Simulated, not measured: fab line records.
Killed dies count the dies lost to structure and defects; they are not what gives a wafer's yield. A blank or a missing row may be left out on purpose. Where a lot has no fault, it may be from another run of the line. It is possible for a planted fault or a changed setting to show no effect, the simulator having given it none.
What tool caused it?    flow sky130    39 wafers from 13 lots sampled at 6 of the route's 708 steps

WHAT THE GAUGES READ, wafer by wafer
SKY_FIELD_ISO_THK_MEAS_25.
lot   measured     on            FIELD_ISO_CVD_24_THK (nm)
L139  day 2 06:23  filmMetro-01  589 598 587
L140  day 2 13:07  filmMetro-03  592 589 578
L141  day 2 17:23  filmMetro-03  597 593 605
L146  day 3 20:59  filmMetro-01  602 601 599
L148  day 4 09:43  filmMetro-03  591 595 601
L149  day 4 12:15  filmMetro-03  370 358 346
L150  day 4 19:17  filmMetro-04  352 364 349
L151  day 5 00:47  filmMetro-03  586 589 600
L153  day 5 09:50  filmMetro-04  595 597 594
L158  day 6 10:56  filmMetro-04  593 590 599
L159  day 6 17:55  filmMetro-03  586 595 600
L160  day 7 06:29  filmMetro-04  603 590 605
L162  day 7 06:38  filmMetro-04  596 600 590

SKY_NWELL_THK_MEAS_02.
lot   measured     on            NWELL_OXIDATION_THK (nm)
L139  day 2 10:15  filmMetro-02  10.12 10.09 10.04
L140  day 2 18:48  filmMetro-03  10.16 10.21 10.06
L141  day 2 23:09  filmMetro-02  10.07 9.95 10.23
L146  day 4 06:38  filmMetro-02  9.83 9.91 9.87
L148  day 4 16:37  filmMetro-02  9.76 9.84 9.93
L151  day 5 05:08  filmMetro-02  9.92 9.80 10.05
L153  day 5 15:02  filmMetro-03  9.88 10.14 9.88
L158  day 6 22:10  filmMetro-02  9.91 10.13 10.20
L159  day 7 12:13  filmMetro-03  10.27 10.11 10.12
L160  day 8 00:32  filmMetro-03  10.05 9.97 9.91
L162  day 8 00:32  filmMetro-02  9.94 9.77 9.94

SKY_VT_ADJUST_HVTP_CD_MEAS_07: the cd target is 380 nm.
lot   measured      on        cdNm (nm)
L139  day 5 19:20   cdSem-01  375.8 376.5 378.2
L140  day 6 07:58   cdSem-01  376.5 376.3 378.1
L141  day 6 11:59   cdSem-02  379.9 381.5 380.1
L146  day 8 02:53   cdSem-02  375.7 377.4 375.6
L148  day 8 14:01   cdSem-01  382.5 381.2 381.0
L151  day 9 04:04   cdSem-02  380.8 379.5 380.4
L153  day 9 16:41   cdSem-01  377.7 378.1 378.1
L158  day 11 05:16  cdSem-01  383.1 381.1 380.8
L159  day 12 00:29  cdSem-02  384.9 384.8 384.7
L160  day 12 16:07  cdSem-01  381.5 384.7 383.2
L162  day 12 16:28  cdSem-01  385.4 384.0 383.0

SKY_VT_ADJUST_LVTN_TW_MEAS_10.
lot   measured      on            VT_ADJUST_LVTN_TW
L139  day 6 14:13   filmMetro-02  243.4 244.0 243.2
L140  day 7 02:38   filmMetro-04  243.1 242.1 242.1
L141  day 7 07:56   filmMetro-02  240.7 241.6 240.7
L146  day 8 23:52   filmMetro-02  243.1 241.7 242.7
L148  day 9 11:43   filmMetro-04  243.0 241.2 241.0
L151  day 10 03:10  filmMetro-04  241.6 244.0 240.9
L153  day 10 15:16  filmMetro-02  241.4 242.2 241.6
L158  day 12 05:55  filmMetro-03  241.3 240.5 239.7
L159  day 13 02:10  filmMetro-02  241.6 242.1 240.7
L160  day 13 15:43  filmMetro-04  241.9 242.7 241.7
L162  day 13 17:01  filmMetro-04  241.2 243.0 243.6

WHAT TOOL EACH LOT RAN ON (gives the tool, then ch and the chambers of the sampled wafers, and finally the start)
lot   SKY_FIELD_ISO_CVD_24             SKY_FIELD_ISO_CMP_27
L139  hdpcvd-01 ch 0,1, day 2 06:19    cmp-01 ch 0,3, day 2 07:56
L140  hdpcvd-02 ch 0,1,2, day 2 13:03  cmp-01 ch 1,2, day 2 15:56
L141  hdpcvd-01 ch 0,1,2, day 2 17:18  cmp-01 ch 0,1,3, day 2 20:19
L146  hdpcvd-01 ch 1,2, day 3 20:55    cmp-01 ch 0,1,2, day 4 02:55
L148  hdpcvd-01 ch 0,2, day 4 09:38    cmp-01 ch 0,3, day 4 13:39
L149  hdpcvd-02 ch 0,2, day 4 12:10    cmp-02 ch 0,3, day 4 15:09
L150  hdpcvd-02 ch 0,2, day 4 19:11    cmp-01 ch 0,3, day 4 21:08
L151  hdpcvd-01 ch 0,1, day 5 00:43    cmp-02 ch 1,2,3, day 5 02:50
L153  hdpcvd-01 ch 0,1,2, day 5 09:46  cmp-01 ch 0,1,2, day 5 12:43
L158  hdpcvd-01 ch 0,1,2, day 6 10:52  cmp-02 ch 2,3, day 6 15:16
L159  hdpcvd-01 ch 0,2, day 6 17:50    cmp-01 ch 0,1,2, day 7 01:08
L160  hdpcvd-01 ch 0,1, day 7 06:25    cmp-01 ch 1,2, day 7 16:28
L162  hdpcvd-01 ch 0,1,2, day 7 06:34  cmp-01 ch 0,2,3, day 7 16:46
- SKY_FIELD_ISO_CVD_24: deposits SiO2, target thk 595 nm, time 99.2 s.
- SKY_FIELD_ISO_CMP_27: polishes, stops on Si3N4, t overpolish 16 s, target thk 457.8 nm.

AS READ BY THE TOOLS THEMSELVES (means over the sampled wafers that have a number; for cases with no such wafer, the mark the record gives instead)
SKY_FIELD_ISO_CMP_27.
lot   tool    motorCurrentA (A)  timeToEndpointS (s)
L139  cmp-01  11.2               108
L140  cmp-01  11.0               118
L141  cmp-01  10.5               111
L146  cmp-01  11.0               115
L148  cmp-01  11.3               109
L149  cmp-02  12.7               70
L150  cmp-01  11.4               65
L151  cmp-02  10.9               115
L153  cmp-01  11.1               114
L158  cmp-02  11.0               112
L159  cmp-01  11.1               109
L160  cmp-01  11.2               118
L162  cmp-01  11.8               108

THE ANSWER, worked out from the rows above alone
Rule: the lots themselves supply what counts as usual. The widest of any qualifying gaps counts: lots, ordered by their means at a reading, are off when they make up no more than a third of the lots, leave a main group of 4 or more, and stand apart from it by 3 or more times the standard deviation of that group's means. The tables above print the reading to a certain number of digits; a main group whose means all agree to those digits is not used. Also off: a lot with no number at a reading for which 4 or more lots have one. Where the step has rows for the other lots, those lots are counted as sound. The gauges are gone through in route order, then the tools' own readings, and for those a lot's mean is taken as printed above. The first step at which some lot is off is used, and at that step the reading that is off furthest; a lot without a number counts as furthest.
Off: L149, L150, at SKY_FIELD_ISO_THK_MEAS_25 (FIELD_ISO_CVD_24_THK). For the main group the mean is 595 nm and the standard deviation 3.9.
A tool fits if, at a process step before that reading, it ran every lot that is off, and no sound lot after the first of them. The gauges at SKY_FIELD_ISO_THK_MEAS_25 aren't tried: what is off there is off at SKY_FIELD_ISO_CMP_27 too, on other tools, and a gauge's error can't cause that. One candidate fits, namely hdpcvd-02 at SKY_FIELD_ISO_CVD_24. Its last sound lot is L140 (day 2 13:03), its first lot that is off L149 (day 4 12:10): a fault that began between those two fits.

WHAT THE SIMULATOR PUT IN
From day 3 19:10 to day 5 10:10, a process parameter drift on hdpcvd-02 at SKY_FIELD_ISO_CVD_24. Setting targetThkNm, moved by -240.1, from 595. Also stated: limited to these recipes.
Lots struck among those shown: L149, L150. The rule above reached the same finding.
